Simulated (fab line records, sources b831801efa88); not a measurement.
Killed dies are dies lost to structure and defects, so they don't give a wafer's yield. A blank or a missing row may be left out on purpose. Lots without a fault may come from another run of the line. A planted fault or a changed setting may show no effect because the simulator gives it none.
fab line records | flow gf180mcu
record lots=6 wafers=18 last_day=34
route steps=602 shown V2@408 M3@409
lots that met no fault: from a run of the same line without faults
start_h: hours from the record's first day to the start of the lot's first wafer shown | wait_h: hours since the lot's step before | " the same as in the row above | L1.1+2: a row that stands for several wafers | - no value, or no start given | * or withheld: withheld | < > ~ a bound
route shown NAME@n: a module of which the file shows steps, and the number in the route of the first | usual: mean/standard deviation of fault-free wafers | same: alike in all rows | chamber/n: place in a boat | sites: the reading at each site | _std_site: their standard deviation | _edge_site: outer sites' mean less inner sites' | radius_mm: how far each site lies from the wafer's centre | mask NAME#n: copy n | behind: the tool/chamber that last shaped the wafer | hold: why the lot was held/for how many hours/how that ended | device: the transistor (n, p or np) that didn't switch | end of line: the same wafers' tests at the end of the route | a step without rows: its recipe alone | killed: dies lost to structure and defects at the first sort, not the wafer's yield | map: a wafer's dies, x killed, . not, _ none there
set.NAME: the setting as run; set.NAME@STEP: as run at that earlier step | model.NAME: the simulator's own value behind a step, which no gauge read
lots at some steps of the route; a table a step, a row a wafer
services: from which hour (start_h, from the record's first day; less than 0 if before it) a tool's chamber was out of use, for how many hours, and why
## steps
# step GF_V2_CMP_26
# recipe stop_on=SiO2 down_force_psi=3.5 platen_rpm=60 t_overpolish_s=15 target_thk_nm=0 pad_velocity_m_s=0.94248
# usual motor_current_A=10.7/0.88 overpolish_run_s=15.000/0.0083 time_to_endpoint_s=84/3.4
# columns lot.wafer tool chamber start_h wait_h motor_current_A overpolish_run_s time_to_endpoint_s
L252.1 cmp-02 3 556.19 0.1 10.8 14.991 82
L252.3 " 2 " " 10.9 15.015 82
L252.6 " 0 " " 10.5 15.006 80
L256.3 cmp-01 3 598.74 0.0 10.8 15.010 79
L256.1 " 1 " " 10.6 15.003 82
L256.4 " 2 " " 13.1 14.999 83
L258.3 cmp-01 3 604.20 0.0 10.6 14.994 84
L258.1 " 2 " " 12.9 14.996 78
L258.5 " 3 " " 10.3 14.990 82
L259.1 cmp-01 2 606.53 0.1 12.9 15.016 78
L259.6 " 0 " " 10.3 14.998 81
L259.5 " 1 " " 11.0 14.996 79
L264.1 cmp-01 2 645.29 0.1 12.2 14.993 81
L264.3 " 3 " " 10.1 15.005 79
L264.5 " 2 " " 12.4 15.010 80
L265.1 cmp-01 2 651.70 0.1 12.3 15.018 77
L265.2 " 3 " " 10.1 15.018 77
L265.6 " 2 " " 12.6 15.005 79
# step GF_M3_SPUTTER_00
# recipe material=Ti target_thk_nm=37.5 arriving_ion_energy_ev=80 substrate_temp_c=200 chamber_pressure_pa=2 power_w=4000 time_s=150
# step GF_M3_SPUTTER_01
# recipe material=TiN target_thk_nm=30 power_w=6500 time_s=25 chamber_pressure_pa=0.4
# usual cathode_dc_power_W=6500.0/1.1 chamber_pressure_pa=0.4000/0.00084 throttle_valve_pct=29.9/1.2
# columns lot.wafer tool chamber start_h wait_h cathode_dc_power_W chamber_pressure_pa throttle_valve_pct
L252.1 pvd_sputter-02 - 556.59 0.1 6499.4 0.3993 28.4
L252.3 " - " " 6500.6 0.4012 30.9
L252.6 " - " " 6499.9 0.3985 31.2
L256.1 pvd_sputter-02 - 599.14 0.1 6500.2 0.3997 28.3
L256.3 " - " " 6500.4 0.3998 30.7
L256.4 " - " " 6499.7 0.3993 31.1
L258.1 pvd_sputter-03 - 604.60 0.1 6498.6 0.3989 31.7
L258.3 " - " " 6498.6 0.3991 29.7
L258.5 " - " " 6501.6 0.3986 31.8
L259.1 pvd_sputter-03 - 606.83 0.1 6499.4 0.4004 30.3
L259.5 " - " " 6500.7 0.3992 29.8
L259.6 " - " " 6500.0 0.4013 29.9
L264.1 pvd_sputter-01 - 645.64 0.1 6499.2 0.4000 29.5
L264.3 " - " " 6500.0 0.4013 28.0
L264.5 " - " " 6500.7 0.4001 29.4
L265.1 pvd_sputter-02 - 652.05 0.1 6499.4 0.3991 28.6
L265.2 " - " " 6501.3 0.4000 30.2
L265.6 " - " " 6498.4 0.3998 31.8
# step GF_M3_SPUTTER_02
# recipe material=AlCu target_thk_nm=450 power_w=10600 time_s=23.9 chamber_pressure_pa=0.4
# usual cathode_dc_power_W=10600/1.9 chamber_pressure_pa=0.4000/0.00078 throttle_valve_pct=29.9/1.2
# columns lot.wafer tool chamber start_h wait_h cathode_dc_power_W chamber_pressure_pa throttle_valve_pct
L252.1 pvd_sputter-02 - 556.62 0.0 10602 0.4007 28.9
L252.3 " - " " 10597 0.4002 30.9
L252.6 " - " " 10600 0.4001 31.5
L256.1 pvd_sputter-02 - 599.17 0.0 10599 0.4000 29.0
L256.3 " - " " 10601 0.4011 30.7
L256.4 " - " " 10601 0.3998 31.5
L258.1 pvd_sputter-03 - 604.63 0.0 10602 0.4002 31.8
L258.3 " - " " 10603 0.4010 29.8
L258.5 " - " " 10599 0.4006 31.6
L259.1 pvd_sputter-03 - 606.86 0.0 10600 0.3992 29.9
L259.5 " - " " 10601 0.3990 30.0
L259.6 " - " " 10600 0.4008 29.9
L264.1 pvd_sputter-01 - 645.67 0.0 10598 0.3998 29.4
L264.3 " - " " 10598 0.3999 28.1
L264.5 " - " " 10600 0.3998 29.3
L265.1 pvd_sputter-02 - 652.08 0.0 10601 0.4002 28.8
L265.2 " - " " 10599 0.3986 29.9
L265.6 " - " " 10604 0.4008 31.5
# step GF_M3_SPUTTER_03
# recipe material=Ti target_thk_nm=10 substrate_temp_c=300 chamber_pressure_pa=0.3 power_w=3000 time_s=6.7
# usual cathode_dc_power_W=2999.9/0.54 chamber_pressure_pa=0.3000/0.00057 substrate_temp_c=299.98/0.2 throttle_valve_pct=29.8/1.1
# columns lot.wafer tool chamber start_h wait_h cathode_dc_power_W chamber_pressure_pa substrate_temp_c throttle_valve_pct
L252.1 pvd_sputter-02 - 556.65 0.0 2998.5 0.3001 300.05 28.6
L252.3 " - " " 2999.8 0.2986 300.02 30.9
L252.6 " - " " 3000.5 0.3000 299.95 31.2
L256.1 pvd_sputter-02 - 599.20 0.0 2999.7 0.3006 300.19 28.6
L256.3 " - " " 2999.6 0.3003 299.69 30.3
L256.4 " - " " 3000.5 0.2991 299.87 31.4
L258.1 pvd_sputter-03 - 604.66 0.0 3000.1 0.3006 300.09 31.8
L258.3 " - " " 3000.7 0.3000 300.19 29.8
L258.5 " - " " 3000.5 0.3000 300.08 31.7
L259.1 pvd_sputter-03 - 606.89 0.0 3000.2 0.3005 300.06 29.9
L259.5 " - " " 2999.1 0.2989 299.95 29.8
L259.6 " - " " 2999.9 0.2993 299.96 30.1
L264.1 pvd_sputter-01 - 645.70 0.0 2999.6 0.2994 300.09 29.3
L264.3 " - " " 2999.7 0.3003 300.00 27.7
L264.5 " - " " 2999.7 0.2999 300.24 29.4
L265.1 pvd_sputter-02 - 652.11 0.0 2998.3 0.3003 300.03 28.8
L265.2 " - " " 3000.7 0.2999 300.15 30.1
L265.6 " - " " 3000.6 0.3008 299.90 31.5
# step GF_M3_SPUTTER_04
# recipe material=TiN target_thk_nm=50 power_w=6500 time_s=41.7 chamber_pressure_pa=0.4
# usual cathode_dc_power_W=6499.9/1.1 chamber_pressure_pa=0.4001/0.0008 throttle_valve_pct=29.9/1.1
# columns lot.wafer tool chamber start_h wait_h cathode_dc_power_W chamber_pressure_pa throttle_valve_pct
L252.1 pvd_sputter-02 - 556.67 0.0 6500.4 0.3995 29.0
L252.3 " - " " 6499.2 0.4002 30.6
L252.6 " - " " 6500.4 0.4001 31.8
L256.1 pvd_sputter-02 - 599.22 0.0 6500.6 0.4001 28.8
L256.3 " - " " 6498.5 0.3997 30.8
L256.4 " - " " 6499.8 0.3997 31.7
L258.1 pvd_sputter-03 - 604.68 0.0 6499.2 0.4012 31.5
L258.3 " - " " 6500.7 0.4013 29.8
L258.5 " - " " 6498.0 0.4022 31.7
L259.1 pvd_sputter-03 - 606.91 0.0 6500.6 0.3997 29.9
L259.5 " - " " 6498.9 0.3997 30.2
L259.6 " - " " 6499.2 0.3994 29.8
L264.1 pvd_sputter-01 - 645.72 0.0 6499.9 0.4005 29.2
L264.3 " - " " 6498.3 0.3997 27.9
L264.5 " - " " 6500.5 0.4000 29.5
L265.1 pvd_sputter-02 - 652.13 0.0 6500.0 0.4005 28.7
L265.2 " - " " 6500.6 0.3994 30.1
L265.6 " - " " 6498.5 0.4010 31.3
# step GF_M3_RS_MEAS_05
# recipe thk_meas_gauge=four-point-probe reads=TiN_of_M3_SPUTTER_04+Ti_of_M3_SPUTTER_03+AlCu_of_M3_SPUTTER_02+TiN_of_M3_SPUTTER_01+Ti_of_M3_SPUTTER_00
# usual M3_ALCU_RS=0.0695/0.00067
# columns lot.wafer tool chamber start_h wait_h M3_ALCU_RS[ohm/sq]
L252.1 film_metro-01 - 556.71 0.0 0.0705
L252.3 " - " " 0.0708
L252.6 " - " " 0.0709
L256.1 film_metro-04 - 599.26 0.0 0.0702
L256.3 " - " " 0.0701
L256.4 " - " " 0.0706
L258.1 film_metro-04 - 604.72 0.0 0.0694
L258.3 " - " " 0.0694
L258.5 " - " " 0.0698
L259.1 film_metro-01 - 606.95 0.0 0.0691
L259.5 " - " " 0.0689
L259.6 " - " " 0.0690
L264.1 film_metro-01 - 645.76 0.0 0.0698
L264.3 " - " " 0.0697
L264.5 " - " " 0.0693
L265.1 film_metro-01 - 652.17 0.0 0.0691
L265.2 " - " " 0.0689
L265.6 " - " " 0.0694
# step GF_M3_THK_MEAS_06
# recipe thk_meas_gauge=xrf reads=AlCu_of_M3_SPUTTER_02
# usual M3_ALCU_THK=452/3.9
# columns lot.wafer tool chamber start_h wait_h M3_ALCU_THK[nm]
L252.1 film_metro-01 - 556.83 0.1 447
L252.3 " - " " 447
L252.6 " - " " 447
L256.1 film_metro-04 - 599.38 0.1 453
L256.3 " - " " 451
L256.4 " - " " 447
L258.1 film_metro-04 - 604.84 0.1 453
L258.3 " - " " 455
L258.5 " - " " 452
L259.1 film_metro-01 - 607.07 0.1 453
L259.5 " - " " 456
L259.6 " - " " 454
L264.1 film_metro-01 - 645.88 0.1 455
L264.3 " - " " 450
L264.5 " - " " 457
L265.1 film_metro-01 - 652.29 0.1 455
L265.2 " - " " 456
L265.6 " - " " 455
# step GF_M3_DEHYDRATE_07
# recipe temp_c=200 time_s=60
# step GF_M3_HMDS_08
# recipe prime_time_s=60 prime_temp_c=120
# step GF_M3_COAT_09
# recipe resist=KrF spin_rpm=withheld resist_thk_nm=1000
# step GF_M3_SOFTBAKE_10
# recipe temp_c=130 time_s=60 resist=KrF
# step GF_M3_EXPOSE_11
# recipe mask_id=Metal3 target_cd_nm=280 na=0.68 source_shape=conventional sigma_outer=0.6 dose_mj=28
# usual exposure_dose_mJ_cm2=27.987/0.026 focus_offset_nm=0.1/0.51
# columns lot.wafer tool chamber start_h wait_h mask exposure_dose_mJ_cm2 focus_offset_nm
L252.1 krf_scanner-02 0 567.77 - Metal3#0 27.992 -0.1
L252.3 " 0 " " Metal3#0 28.016 -0.1
L252.6 " 0 " " Metal3#0 27.948 0.5
L256.1 krf_scanner-02 - 608.73 - Metal3#0 - -
L256.3 " - " " Metal3#0 - -
L256.4 " - " " Metal3#0 - -
L258.1 krf_scanner-01 - 614.63 - Metal3#0 - -
L258.3 " - " " Metal3#0 - -
L258.5 " - " " Metal3#0 - -
L259.1 krf_scanner-02 0 617.83 - Metal3#0 28.011 -0.1
L259.5 " 0 " " Metal3#0 27.985 0.0
L259.6 " 0 " " Metal3#0 27.992 -0.4
L264.1 krf_scanner-02 0 654.46 - Metal3#0 27.955 0.1
L264.3 " 0 " " Metal3#0 28.021 -0.5
L264.5 " 0 " " Metal3#0 28.005 -0.5
L265.1 krf_scanner-02 0 662.96 - Metal3#0 28.025 0.4
L265.2 " 0 " " Metal3#0 28.010 -0.4
L265.6 " 0 " " Metal3#0 27.978 0.0
# step GF_M3_PEB_12
# recipe peb_temp_c=135 peb_time_s=90 resist=KrF
## services
# columns tool chamber start_h hours kind
krf_scanner-01 - 534.32 1.0 pm
krf_scanner-02 - 543.14 3.6 pm
krf_scanner-02 0 553.42 - calibration
krf_scanner-01 - 554.83 4.4 pm
krf_scanner-02 - 564.42 1.3 pm
cmp-01 - 568.48 1.1 repair
krf_scanner-02 - 568.65 0.2 repair
cmp-01 - 572.00 4.0 pm
cmp-01 - 576.00 - consumable_replace:conditioner
cmp-01 - 576.00 - consumable_replace:pad
cmp-02 - 606.74 4.2 repair
cmp-01 - 608.89 0.6 repair
cmp-02 - 625.74 1.2 repair
krf_scanner-01 - 628.89 0.8 pm
krf_scanner-02 - 631.22 0.7 repair
krf_scanner-01 0 636.81 - calibration
cmp-02 - 653.98 0.7 repair
## key
first_sign step=GF_M3_EXPOSE_11 reading=tool_record direction=missing
effect none on later readings
met_at GF_M3_EXPOSE_11
struck_wafers L256.1,L256.3,L256.4,L258.1,L258.3,L258.5
later_rows_left_out L256.1,L256.3,L256.4,L258.1,L258.3,L258.5
sort_left_out L256.1,L256.3,L256.4,L258.1,L258.3,L258.5
tester_left_out L256
onset_between 567.77 608.73
earlier_fault kind=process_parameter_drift tool=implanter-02 chamber=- onset_h=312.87 steps=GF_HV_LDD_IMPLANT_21 channel=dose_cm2 offset=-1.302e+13 shape=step end_h=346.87 acts_in=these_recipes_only stated=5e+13
fault kind=skipped_step_whole tool=krf_scanner-01,krf_scanner-02 chamber=- onset_h=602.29 steps=GF_M3_EXPOSE_11 scope=struck_lots_only
# tester_left_out: of these lots the tester's yield and bins aren't shown, on N5 and GAA mostly nor the transistor test; their killed dies are dies lost to structure and defects alone, not to doping, threshold or leakage, so they don't give the yield
# sort_left_out: the simulated sort isn't trusted on such a fault, so these wafers' sort isn't shown, and their yield isn't known
# later_rows_left_out: the simulator's readings of these wafers behind a module that went badly wrong aren't trusted and aren't shown, but for the sort
